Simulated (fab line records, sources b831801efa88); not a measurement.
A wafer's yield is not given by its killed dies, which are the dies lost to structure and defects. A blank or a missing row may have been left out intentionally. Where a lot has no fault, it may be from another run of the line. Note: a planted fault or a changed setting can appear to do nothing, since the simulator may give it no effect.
A struck lot beside a sound one || flow sky130 || 15 out of 708 route steps
Sound: the wafers L485.1, L485.4, L485.6. Struck: wafers L501.3, L501.5, L501.6. The cause is given at the end.
Order at every step that has rows: each side's tool, ch and its chambers, its first start. Under that, the readings that differ: sound wafers || struck wafers || difference of the means || sigmas: that difference in standard deviations of wafers without a fault.
alike: readings with means less than 2 such deviations apart, plus words and numbers identical on both sides. not compared: withheld readings, readings lacking a value on some wafer, bounds such as >300 that could conceal the same value, and numbers that have no deviation in the record and whose values overlap.
A row with sigmas, a row that says differs or no value, or rows on one side alone: a step with any of these is where the two part. Non-overlapping numbers with no deviation appear without sigmas and do not part them. Lack of a reading on every wafer of one side parts them only where that side has two or more wafers.

first, 5 steps without rows for these wafers: SKY_VT_ADJUST_LVTN_COAT_02 (resist thk 3000 nm); SKY_VT_ADJUST_LVTN_SOFTBAKE_03; SKY_VT_ADJUST_LVTN_EXPOSE_04 (exposes mask NWM COMPLEMENT LESS NATIVE, target cd 840 nm); SKY_VT_ADJUST_LVTN_PEB_05; SKY_VT_ADJUST_LVTN_DEVELOP_06 (develop time 60 s).
SKY_VT_ADJUST_LVTN_OVL_MEAS_07:
  sound: overlay-02 at day 7 08:50; struck: overlay-02 at day 11 21:59
  alike: VT_ADJUST_LVTN_OVL
next, for these wafers, 1 step has no rows: SKY_VT_ADJUST_LVTN_IMPLANT_08.
SKY_VT_ADJUST_LVTN_STRIP_09: strips in O2/N2.
  sound on plasma_asher-03 ch 1, day 7 09:01; struck on plasma_asher-04 ch 0,1, day 11 22:11
  alike: chamber_pressure_mTorr, drypump_motor_current_A, oes_product_au, strip_time_to_endpoint_s
  not compared: rf_hours_counter_h
SKY_VT_ADJUST_LVTN_TW_MEAS_10:
  sound: film_metro-02 at day 7 09:07; struck: film_metro-01 at day 11 22:16
  alike: VT_ADJUST_LVTN_TW
then, 3 steps without rows for these wafers: SKY_VT_ADJUST_LVTN_DEHYDRATE_11 (time 60 s); SKY_VT_ADJUST_LVTN_HMDS_12 (prime time 60 s); SKY_VT_ADJUST_LVTN_COAT_13 (resist thk 1140 nm).
SKY_VT_ADJUST_LVTN_SOFTBAKE_14: time 60 s.
  sound on litho_track-04 ch 0, day 7 19:02; struck on litho_track-02 ch 0, day 12 10:01
{"reading": "heater_power_total_W (W)", "sound": "56.57 56.61 56.69", "struck": "55.30 55.31 55.38", "difference": -1.29, "sigmas": -30}
{"reading": "plate_temp_C (C)", "sound": "90.20 90.13 90.02", "struck": "88.45 88.60 88.59", "difference": -1.57, "sigmas": -11}
  alike: chill_plate_temp_C
then, 1 step without rows for these wafers: SKY_VT_ADJUST_LVTN_EXPOSE_15 (exposes mask HVN STD DERIVED, target cd 600 nm).
SKY_PAD_OPEN_PROBE_99:
  the record has rows for the sound wafers here (prober-01, day 47 04:25) and none for the struck ones

## WHERE THEY PART
At SKY_VT_ADJUST_LVTN_SOFTBAKE_14 first; at SKY_PAD_OPEN_PROBE_99 last (within this record only).

WHY: what the simulator had put in
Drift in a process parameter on litho_track-02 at SKY_VT_ADJUST_LVTN_SOFTBAKE_14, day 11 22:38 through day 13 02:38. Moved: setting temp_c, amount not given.
